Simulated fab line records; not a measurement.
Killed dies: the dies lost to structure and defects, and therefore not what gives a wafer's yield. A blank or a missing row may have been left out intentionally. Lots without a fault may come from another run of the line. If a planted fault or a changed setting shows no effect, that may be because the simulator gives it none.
A struck lot beside a sound one + flow sky130 + 18 out of 708 route steps
Sound: these wafers, L993.2, L993.4, L993.5. Struck: wafers L996.2, L996.6. (L996.3 of the same lot was not struck and is left out.) The cause comes at the end.
Order at every step that has rows: each side's tool, ch and its chambers, its first start. Under that, the readings that differ: sound wafers + struck wafers + difference of the means + sigmas: that difference in standard deviations of wafers without a fault.
alike: readings with means less than 2 such deviations apart, plus words and numbers identical on both sides. not compared: withheld readings, readings lacking a value on some wafer, bounds such as >300 that could conceal the same value, and numbers that have no deviation in the record and whose values overlap.
The two part at a step that has a row with sigmas, a row that says differs or no value, or rows on one side only. When numbers do not overlap yet have no deviation, they are printed without sigmas and do not part them. A reading that every wafer of one side lacks parts them only if that side has two wafers or more.

first, 2 steps without rows for these wafers: SKY_CONTACT_PEB_12; SKY_CONTACT_DEVELOP_13 (develop time 60 s).
SKY_CONTACT_CD_MEAS_14: the cd target is 170 nm.
  sound: cd_sem-01 at day 31 20:29; struck: cd_sem-02 at day 32 15:10
  alike: cd_nm
SKY_CONTACT_OVL_MEAS_15:
  sound: overlay-02 at day 31 20:36; struck: overlay-01 at day 32 15:16
  alike: CONTACT_OVL
SKY_CONTACT_ETCH_16: etches BARC in N2/H2, stops on SiO2, time 45.9 s, target depth 60 nm.
  sound on rie_diel-03 ch 0,2, day 31 20:38; struck on rie_diel-03 ch 3, day 32 15:17
| reading                     | sound       | struck  | difference | sigmas |
|-----------------------------|-------------|---------|------------|--------|
| drypump_motor_current_A (A) | 5.8 5.8 6.6 | 4.7 4.7 | -1.4       | -3     |
  alike: chamber_pressure_mTorr, oes_product_au, throttle_valve_pct
  not compared: rf_hours_counter_h
SKY_CONTACT_ETCH_17: etches SiO2 in C4F8/O2/Ar, stops on Si3N4, target depth 340 nm.
  sound on rie_diel-03 ch 0,2, day 31 20:40; struck on rie_diel-03 ch 3, day 32 15:20
| reading                        | sound             | struck      | difference | sigmas |
|--------------------------------|-------------------|-------------|------------|--------|
| chamber_pressure_mTorr (mTorr) | 39.98 39.98 40.10 | 39.91 39.95 | -0.09      | -2     |
  alike: oes_product_au
then, 1 step without rows for these wafers: SKY_CONTACT_ETCH_18 (etches Si3N4 in CHF3/O2, stops on TiN, time 39 s, target depth 75 nm).
SKY_CONTACT_STRIP_19: strips in O2/N2.
  sound on plasma_asher-03 ch 0,1, day 31 20:46; struck on plasma_asher-02 ch 0, day 32 15:25
  alike: chamber_pressure_mTorr, drypump_motor_current_A, oes_product_au, strip_time_to_endpoint_s
  not compared: rf_hours_counter_h
then, 3 steps without rows for these wafers: SKY_CONTACT_STRIP_20 (strips in post etch residue remover, time 1200 s); SKY_CONTACT_CLEAN_21 (cleans in IPA, time 180 s); SKY_CONTACT_CLEAN_22 (cleans in O3/DIW).
SKY_CONTACT_SPUTTER_23: material TiN, target thk 20 nm, time 80 s.
  sound: pvd_sputter-01 at day 31 21:22; struck: pvd_sputter-01 at day 32 16:02
  alike: chamber_pressure_pa, throttle_valve_pct
SKY_CONTACT_CVD_24: deposits W, target thk 340 nm, time 102.12 s.
  sound on cvd_w-01 ch 0,1, day 31 21:25; struck on cvd_w-02 ch 1, day 32 16:05
| reading                               | sound             | struck    | difference | sigmas |
|---------------------------------------|-------------------|-----------|------------|--------|
| model.W_of_CONTACT_CVD_24.thk_nm (nm) | 344.2 344.9 344.2 | 407.1 404 | +61.1      |        |
  alike: chamber_pressure_Torr, heater_power_w
SKY_CONTACT_RS_MEAS_25: measures by four-point-probe.
  sound: film_metro-03 at day 31 21:33; struck: film_metro-03 at day 32 16:13
| reading               | sound                | struck        | difference | sigmas |
|-----------------------|----------------------|---------------|------------|--------|
| CONTACT_W_RS (ohm/sq) | 0.3332 0.3323 0.3332 | 0.2812 0.2829 | -0.0508    | -17    |
SKY_CONTACT_THK_MEAS_26: measures by xrf.
  sound: film_metro-03 at day 31 21:40; struck: film_metro-03 at day 32 16:20
| reading            | sound       | struck  | difference | sigmas |
|--------------------|-------------|---------|------------|--------|
| CONTACT_W_THK (nm) | 336 338 337 | 399 397 | +61        | +12    |
SKY_CONTACT_CMP_27: polishes, stops on SiO2, t overpolish 15 s, target thk 0 nm.
  sound on cmp-01 ch 0,1, day 31 21:43; struck on cmp-01 ch 0,2, day 32 16:23
| reading                | sound          | struck    | difference | sigmas |
|------------------------|----------------|-----------|------------|--------|
| time_to_endpoint_s (s) | 86.6 82.9 82.5 | 95.8 92.9 | +10.3      | +4     |
  alike: motor_current_A
SKY_METAL1_SPUTTER_00: material Ti, target thk 15 nm, time 10 s.
  sound: pvd_sputter-03 at day 31 22:01; struck: pvd_sputter-01 at day 32 16:41
  alike: chamber_pressure_pa, throttle_valve_pct
-- the record jumps here: 14 days lie between the struck wafers' starts before and after (it left off in module METAL1 and takes up again in module PAD_OPEN, whose first step shown is number 708 of the route) --
SKY_PAD_OPEN_PROBE_99:
  record: rows for the struck wafers here (prober-02, day 46 16:42), none for the sound ones

## WHERE THEY PART
Last at SKY_PAD_OPEN_PROBE_99 as far as this record goes, first at SKY_CONTACT_ETCH_16.

WHY: what had been put in by the simulator
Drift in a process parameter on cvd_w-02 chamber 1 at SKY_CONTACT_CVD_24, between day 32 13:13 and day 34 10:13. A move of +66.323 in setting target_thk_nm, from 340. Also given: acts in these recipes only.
